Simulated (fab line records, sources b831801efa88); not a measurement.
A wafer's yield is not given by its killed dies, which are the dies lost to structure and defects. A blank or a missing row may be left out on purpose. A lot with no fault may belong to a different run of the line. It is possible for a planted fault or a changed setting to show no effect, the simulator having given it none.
Which tool did it? + flow sfq_line + 14 lots, 42 wafers sampled, at 1 step of a route of 325

== WHAT EACH GAUGE READ, for each wafer ==
Not one reading of a measure or inspect step in the record can be checked against a usual standard deviation.

== TOOL THAT RAN EACH LOT (tool first, then ch and the chambers of the sampled wafers, then the start) ==
| lot  | SFQ_TRILAYER_M3_LITHO_EXPOSE_076  |
|------|-----------------------------------|
| L312 | krf_scanner-01 ch 0, day 43 15:26 |
| L313 | krf_scanner-01 ch 0, day 43 19:09 |
| L314 | krf_scanner-02 ch 0, day 44 13:52 |
| L319 | krf_scanner-01 ch 0, day 46 13:53 |
| L323 | krf_scanner-01, day 47 16:17      |
| L324 | krf_scanner-02, day 48 00:44      |
| L325 | krf_scanner-02 ch 0, day 48 06:36 |
| L326 | krf_scanner-02 ch 0, day 54 03:38 |
| L327 | krf_scanner-02 ch 0, day 54 05:26 |
| L329 | krf_scanner-02 ch 0, day 55 15:17 |
| L330 | krf_scanner-02 ch 0, day 56 03:17 |
| L331 | krf_scanner-02 ch 0, day 56 16:29 |
| L334 | krf_scanner-02 ch 0, day 57 17:20 |
| L335 | krf_scanner-02 ch 0, day 58 01:20 |
- SFQ_TRILAYER_M3_LITHO_EXPOSE_076: exposes mask M3, target cd 500 nm.

== WHAT THE TOOLS THEMSELVES READ (means of the sampled wafers that have a number; where no wafer has one, the mark that the record gives instead) ==
SFQ_TRILAYER_M3_LITHO_EXPOSE_076. Usual: exposure_dose_mJ_cm2 14.396, standard deviation 0.013; focus_offset_nm 0.0 nm, standard deviation 0.52; reticle_temp_C 23.00 C, standard deviation 0.1.
| lot  | tool           | exposure_dose_mJ_cm2 | focus_offset_nm (nm) | reticle_temp_C (C) | flag |
|------|----------------|----------------------|----------------------|--------------------|------|
| L312 | krf_scanner-01 | 14.383               | -0.7                 | 22.91              |      |
| L313 | krf_scanner-01 | 14.414               | -0.3                 | 23.07              |      |
| L314 | krf_scanner-02 | 14.406               | 0.1                  | 23.01              |      |
| L319 | krf_scanner-01 | 14.409               | 0.4                  | 22.97              |      |
| L323 | krf_scanner-01 | -                    | -                    | -                  | OFF  |
| L324 | krf_scanner-02 | -                    | -                    | -                  | OFF  |
| L325 | krf_scanner-02 | 14.398               | -0.1                 | 22.91              |      |
| L326 | krf_scanner-02 | 14.364               | -0.2                 | 22.98              |      |
| L327 | krf_scanner-02 | 14.386               | -0.2                 | 23.07              |      |
| L329 | krf_scanner-02 | 14.417               | -0.6                 | 23.10              |      |
| L330 | krf_scanner-02 | 14.402               | 0.7                  | 23.01              |      |
| L331 | krf_scanner-02 | 14.395               | -0.0                 | 23.04              |      |
| L334 | krf_scanner-02 | 14.393               | -0.1                 | 22.99              |      |
| L335 | krf_scanner-02 | 14.398               | -0.0                 | 22.98              |      |

== THE ANSWER, worked out from the rows above alone ==
Rule: lot off if the mean of its wafers having a number is beyond 3 standard deviations from the usual mean. A lot without any number at a reading at which 4 lots or more have one is off too. Where the step has rows for the other lots, those lots are counted as sound. Order of review: gauges by route order, followed by the tools' own readings, for which a lot's mean as printed above is used. At the first step where some lot is off, the reading lying furthest off is the one used; lots without a number count as furthest.
Off at SFQ_TRILAYER_M3_LITHO_EXPOSE_076 (exposure_dose_mJ_cm2): L323, L324. Without a number there: L323, L324.
A tool fits if, at that step or a process step before it, it ran every lot that is off, and no sound lot after the first of them. Of those tried, none fits.

== WHAT THE SIMULATOR PUT IN ==
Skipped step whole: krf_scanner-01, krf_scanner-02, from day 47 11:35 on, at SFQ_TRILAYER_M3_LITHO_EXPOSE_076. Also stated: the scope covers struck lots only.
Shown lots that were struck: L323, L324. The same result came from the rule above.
